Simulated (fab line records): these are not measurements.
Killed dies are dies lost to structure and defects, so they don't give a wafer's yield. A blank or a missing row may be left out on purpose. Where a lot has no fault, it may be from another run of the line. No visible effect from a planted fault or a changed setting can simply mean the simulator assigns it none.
Which tool was responsible? | flow sky130 | Sampling: 13 lots, 39 wafers, 2 of 708 route steps

WHAT THE GAUGES SHOWED, per wafer
SKY_NWELL_RS_MEAS_29: a four-point-probe measurement.
lot  | measured     | on           | NWELL_RS (ohm/sq)
L442 | day 5 14:55  | filmMetro-02 | 623.0 621.9 622.5
L443 | day 5 21:01  | filmMetro-04 | 627.1 628.4 628.0
L444 | day 5 23:35  | filmMetro-04 | 625.1 627.3 625.6
L446 | day 6 13:41  | filmMetro-03 | 624.2 624.2 624.9
L447 | day 6 19:38  | filmMetro-04 | 624.1 625.0 624.6
L448 | day 7 00:17  | filmMetro-02 | 623.9 623.6 625.5
L449 | day 7 03:50  | filmMetro-04 | 624.4 623.1 624.9
L455 | day 9 01:07  | filmMetro-04 | 626.5 626.5 625.0
L456 | day 9 04:44  | filmMetro-04 | 626.8 626.1 624.6
L461 | day 10 11:35 | filmMetro-04 | 625.2 624.8 625.5
L462 | day 10 17:33 | filmMetro-04 | 625.5 624.2 625.0
L463 | day 10 19:40 | filmMetro-04 | 626.4 625.5 627.0
L464 | day 11 03:53 | filmMetro-03 | 623.3 624.4 623.4

SKY_VT_ADJUST_LVTN_OVL_MEAS_07.
lot  | measured     | on         | VT_ADJUST_LVTN_OVL (nm)
L442 | day 7 04:38  | overlay-01 | -0.7 0.3 -1.4
L443 | day 7 11:29  | overlay-02 | 0.7 0.4 0.0
L444 | day 7 13:35  | overlay-02 | -0.6 -0.7 -0.4
L446 | day 8 05:51  | overlay-01 | -1.2 -1.2 -1.7
L447 | day 8 13:42  | overlay-02 | -4.0 -2.6 -3.6
L448 | day 8 17:38  | overlay-02 | 2.8 2.8 2.9
L449 | day 8 21:37  | overlay-02 | -0.2 -1.1 0.0
L455 | day 10 22:17 | overlay-01 | 1.2 0.6 0.2
L456 | day 11 01:08 | overlay-01 | -0.5 0.4 -0.7
L461 | day 12 12:34 | overlay-01 | -1.7 -1.6 -0.5
L462 | day 12 17:41 | overlay-02 | -0.2 0.5 -0.3
L463 | day 12 20:29 | overlay-01 | -0.8 -1.3 -2.3
L464 | day 13 04:11 | overlay-01 | -2.2 -1.4 -0.7

TOOL THAT RAN EACH LOT (tool first, then ch and the chambers of the sampled wafers, then the start)
There is no process step in the record ahead of these readings.

AS READ BY THE TOOLS THEMSELVES (means over the sampled wafers that have a number; for cases with no such wafer, the mark the record gives instead)
The record holds no such reading with a usual standard deviation.

THE ANSWER, worked out from the rows above alone
Rule: the lots themselves supply what counts as usual. The widest of any qualifying gaps counts: lots, ordered by their means at a reading, are off when they make up no more than a third of the lots, leave a main group of 4 or more, and stand apart from it by 3 or more times the standard deviation of that group's means. A main group whose means are all the same, to the digits that the tables above print for the reading, isn't used. A lot without any number at a reading at which 4 lots or more have one is off too. The other lots that the step has rows for count as sound. Order of review: gauges by route order, followed by the tools' own readings, for which a lot's mean as printed above is used. At the first step where some lot is off, the reading lying furthest off is the one used; lots without a number count as furthest.
Nothing can be told from this: no lot is off at any reading shown.

WHAT THE SIMULATOR HAD INSERTED
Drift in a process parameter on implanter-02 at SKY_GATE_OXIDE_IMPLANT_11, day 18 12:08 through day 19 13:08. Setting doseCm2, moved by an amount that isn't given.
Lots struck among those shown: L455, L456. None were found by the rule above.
